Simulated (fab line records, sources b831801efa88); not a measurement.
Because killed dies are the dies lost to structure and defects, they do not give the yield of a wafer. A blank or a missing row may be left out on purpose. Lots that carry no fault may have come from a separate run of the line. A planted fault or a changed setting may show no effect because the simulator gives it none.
A struck lot beside a sound one | flow sky130 | 17 steps out of a route of 708
Sound: these wafers, L738.1, L738.3, L738.5. Wafers struck: L745.2, L745.3, L745.6. At the end, the cause is stated.
Per side, at each step with rows, come the tool, then ch with its chambers, and then its first start. Under that, the readings that differ: sound wafers | struck wafers | difference of the means | sigmas: that difference in standard deviations of wafers without a fault.
alike: readings whose means differ by less than 2 such deviations, and words and numbers that are the same on both sides. not compared: withheld readings, readings that some wafer has no value for, bounds like >300 that may hide the same value, and numbers for which the record gives no deviation and whose values overlap.
A row with sigmas, a row that says differs or no value, or rows on one side alone: a step with any of these is where the two part. When numbers do not overlap yet have no deviation, they are printed without sigmas and do not part them. A reading missing from all wafers of one side parts the sides only when that side holds two or more wafers.

first, 3 steps without rows for these wafers: SKY_VIA2_EXPOSE_09 (exposes mask VIM2, target cd 200 nm); SKY_VIA2_PEB_10; SKY_VIA2_DEVELOP_11 (develop time 60 s).
SKY_VIA2_CD_MEAS_12: target cd 200 nm.
  sound on cd-sem-01, day 38 12:05; struck on cd-sem-02, day 40 12:29
  alike: cd-nm
SKY_VIA2_OVL_MEAS_13:
  sound on overlay-02, day 38 12:13; struck on overlay-01, day 40 12:35
  alike: VIA2_OVL
SKY_VIA2_ETCH_14: etches BARC in N2/H2, stops on SiO2, time 45.9 s, target depth 60 nm.
  sound on rie-diel-01 ch 0,2, day 38 12:14; struck on rie-diel-04 ch 0,2, day 40 12:37
  alike: drypump-motor-current-A, oes-product-au, throttle-valve-pct
  not compared: rf-hours-counter-h
SKY_VIA2_ETCH_15: etches SiO2 in C4F8/O2/Ar, stops on TiN, target depth 546 nm, time 84 s.
  sound on rie-diel-01 ch 0,2, day 38 12:17; struck on rie-diel-04 ch 0,2, day 40 12:40
  alike: oes-product-au
  not compared: rf-hours-counter-h
SKY_VIA2_STRIP_16: strips in O2/N2.
  sound on plasma-asher-02 ch 0,1, day 38 12:21; struck on plasma-asher-04 ch 0,1, day 40 12:44
  alike: drypump-motor-current-A, o2-flow-sccm, oes-product-au, strip-time-to-endpoint-s
  not compared: rf-hours-counter-h
then, 3 steps without rows for these wafers: SKY_VIA2_STRIP_17 (strips in post etch residue remover, time 1200 s); SKY_VIA2_CLEAN_18 (cleans in IPA, time 180 s); SKY_VIA2_CLEAN_19 (cleans in O3/DIW).
SKY_VIA2_SPUTTER_20: material TiN, target thk 20 nm, time 80 s.
  sound on pvd-sputter-02, day 38 12:56; struck on pvd-sputter-04, day 40 13:19
  alike: throttle-valve-pct
SKY_VIA2_CVD_21: deposits W, target thk 420 nm, time 126.4 s.
  sound on cvd-w-02 ch 0,1, day 38 13:00; struck on cvd-w-01 ch 0,1, day 40 13:23
  no value came back on the struck wafers for chamber-pressure-Torr (Torr), heater-power-outer-w (W), heater-power-w (W); on the sound wafers chamber-pressure-Torr (Torr) reads 40.04 40.04 40.24
SKY_VIA2_RS_MEAS_22: measures by four-point-probe.
  sound on film-metro-04, day 38 13:08; struck on film-metro-03, day 40 13:32
  reading            | sound                | struck               | difference | sigmas
  VIA2_W_RS (ohm/sq) | 0.2727 0.2717 0.2676 | 58.003 58.159 58.373 | +57.908    | +99 or more
SKY_VIA2_THK_MEAS_23: measures by xrf.
  sound on film-metro-04, day 38 13:15; struck on film-metro-03, day 40 13:38
  not compared: VIA2_W_THK
SKY_VIA2_CMP_24: polishes, stops on SiO2, t overpolish 20 s, target thk 0 nm.
  sound on cmp-01 ch 0,2, day 38 13:19; struck on cmp-01 ch 0,1, day 40 13:41
  reading                | sound     | struck | difference | sigmas
  time-to-endpoint-s (s) | 100 99 98 | 1 4 1  | -97        | -20
  alike: motor-current-A, slurry-flow-ml-min
-- the record jumps here: 9 days lie between the struck wafers' starts before and after (it left off in module VIA2 and takes up again in module PAD_OPEN, whose first step shown is number 708 of the route) --
SKY_PAD_OPEN_PROBE_99:
  sound on prober-02, day 47 14:52; struck on prober-01, day 49 02:14
  reading                  | sound          | struck         | difference | sigmas
  defect-limited-yield (%) | 80.1 82.9 82.9 | 0 0 0          | -82        | -41
  killed_at_M0_to_M3       | 49 42 38       | 453 446 444    | +405       | +61
  killed-dies              | 98 84 84       | 492 492 492    | +403       | +42
  killed-on-rim            | 16 12 18       | 96 96 96       | +81        | +20
  sort_bin_5_function (%)  | 11.0 10.0 10.4 | 93.3 94.3 92.3 | +82.8      | +55
  sort-n-pass              | 394 408 408    | 0 0 0          | -403       | -42
  sort-yield-pct (%)       | 80.1 82.9 82.9 | 0 0 0          | -82        | -41
  alike: killed_at_M4_up, killed-at-contacts, killed-at-front-end, killed-at-other, killed-open, killed-short, sort_bin_3_pad_short, sort_bin_6_memory

WHERE THEY PART
First at SKY_VIA2_CVD_21; last, within this record, at SKY_PAD_OPEN_PROBE_99.

WHY: whatever the simulator had introduced
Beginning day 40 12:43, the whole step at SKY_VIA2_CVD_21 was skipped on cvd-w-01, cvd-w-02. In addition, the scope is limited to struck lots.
